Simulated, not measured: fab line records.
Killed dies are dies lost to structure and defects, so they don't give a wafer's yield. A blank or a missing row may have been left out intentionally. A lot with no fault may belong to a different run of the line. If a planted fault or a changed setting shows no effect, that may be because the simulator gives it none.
Which of the tools did it? ; flow sfq-line ; Sampling: 13 lots, 39 wafers, 2 of 325 route steps

WHAT THE GAUGES READ, wafer by wafer
SFQ_JJ_RS_MEAS_929: uses a four-point probe to measure. Usual: JJ_NB_RS typically reads 1.050 ohm/sq, with standard deviation 0.01.
lot;measured;on;JJ_NB_RS (ohm/sq);flag
L635;day 43 21:49;film-metro-04;1.049 1.061 1.041;
L636;day 50 09:25;film-metro-04;1.043 1.028 1.040;
L639;day 51 15:37;film-metro-04;1.060 1.044 1.061;
L640;day 52 06:02;film-metro-02;1.061 1.043 1.039;
L641;day 52 14:26;film-metro-02;1.060 1.049 1.054;
L642;day 52 23:01;film-metro-01;1.044 1.045 1.036;
L643;day 53 02:35;film-metro-01;1.056 1.044 1.046;
L644;day 53 21:48;film-metro-01;1.059 1.035 1.047;
L647;day 54 10:59;film-metro-01;1.041 1.044 0.966;OFF
L653;day 56 00:02;film-metro-04;1.046 1.058 1.047;
L655;day 57 06:20;film-metro-04;1.055 1.047 1.056;
L656;day 57 13:31;film-metro-04;1.053 1.077 1.073;
L657;day 58 04:57;film-metro-01;1.055 1.037 1.055;

TOOL THAT RAN EACH LOT (tool first, then ch and the chambers of the sampled wafers, then the start)
lot;SFQ_TRILAYER_JJ_TRILAYER_DEP_SPUTTER_112
L635;pvd-sputter-04, day 43 21:44
L636;pvd-sputter-03, day 50 09:17
L639;pvd-sputter-03, day 51 15:32
L640;pvd-sputter-06, day 52 05:56
L641;pvd-sputter-06, day 52 14:20
L642;pvd-sputter-04, day 52 22:56
L643;pvd-sputter-06, day 53 02:31
L644;pvd-sputter-06, day 53 21:40
L647;pvd-sputter-06, day 54 10:52
L653;pvd-sputter-03, day 55 23:56
L655;pvd-sputter-03, day 57 06:14
L656;pvd-sputter-04, day 57 13:26
L657;pvd-sputter-04, day 58 04:52
- SFQ_TRILAYER_JJ_TRILAYER_DEP_SPUTTER_112: material Nb, target thk 170 nm, time 113.3 s.

AS READ BY THE TOOLS THEMSELVES (means over the sampled wafers that have a number; for cases with no such wafer, the mark the record gives instead)
SFQ_TRILAYER_JJ_TRILAYER_DEP_SPUTTER_112. Usual: cathode-dc-power-W 2000.0 W, standard deviation 0.37; throttle-valve-pct 29.2 %, standard deviation 0.68.
lot;tool;cathode-dc-power-W (W);throttle-valve-pct (%);flag
L635;pvd-sputter-04;1999.8;29.2;
L636;pvd-sputter-03;1999.6;29.3;
L639;pvd-sputter-03;2000.2;29.7;
L640;pvd-sputter-06;2000.4;29.5;
L641;pvd-sputter-06;1999.9;29.5;
L642;pvd-sputter-04;1999.7;29.1;
L643;pvd-sputter-06;2000.4;29.5;
L644;pvd-sputter-06;2000.3;29.3;
L647;pvd-sputter-06;2000.0;29.6;
L653;pvd-sputter-03;2000.0;29.4;
L655;pvd-sputter-03;2000.4;29.2;
L656;pvd-sputter-04;2000.3;28.1;
L657;pvd-sputter-04;1999.9;28.7;

THE ANSWER, worked out from the rows above alone
Rule: a lot is off if the mean of its wafers that have a number lies more than 3 standard deviations from the usual mean. A lot without any number at a reading at which 4 lots or more have one is off too. Any other lot the step has rows for is counted as sound. Order of review: gauges by route order, followed by the tools' own readings, for which a lot's mean as printed above is used. At the first step where some lot is off, the reading lying furthest off is the one used; lots without a number count as furthest.
Off: at SFQ_JJ_RS_MEAS_929 (JJ_NB_RS), L647.
If a tool, at a process step before that reading, ran all the lots that are off and no sound lot after the first of them, it fits. Those tools and the gauges at SFQ_JJ_RS_MEAS_929 are tried in the same way. One fits: SFQ_TRILAYER_JJ_TRILAYER_DEP_SPUTTER_112 on pvd-sputter-06. A fault onset in the window from L644 (day 53 21:40, its last sound lot) to L647 (day 54 10:52, its first lot off) fits.

WHAT HAD BEEN PUT IN BY THE SIMULATOR
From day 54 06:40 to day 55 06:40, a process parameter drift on pvd-sputter-06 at SFQ_TRILAYER_JJ_TRILAYER_DEP_SPUTTER_112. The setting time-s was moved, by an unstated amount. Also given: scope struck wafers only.
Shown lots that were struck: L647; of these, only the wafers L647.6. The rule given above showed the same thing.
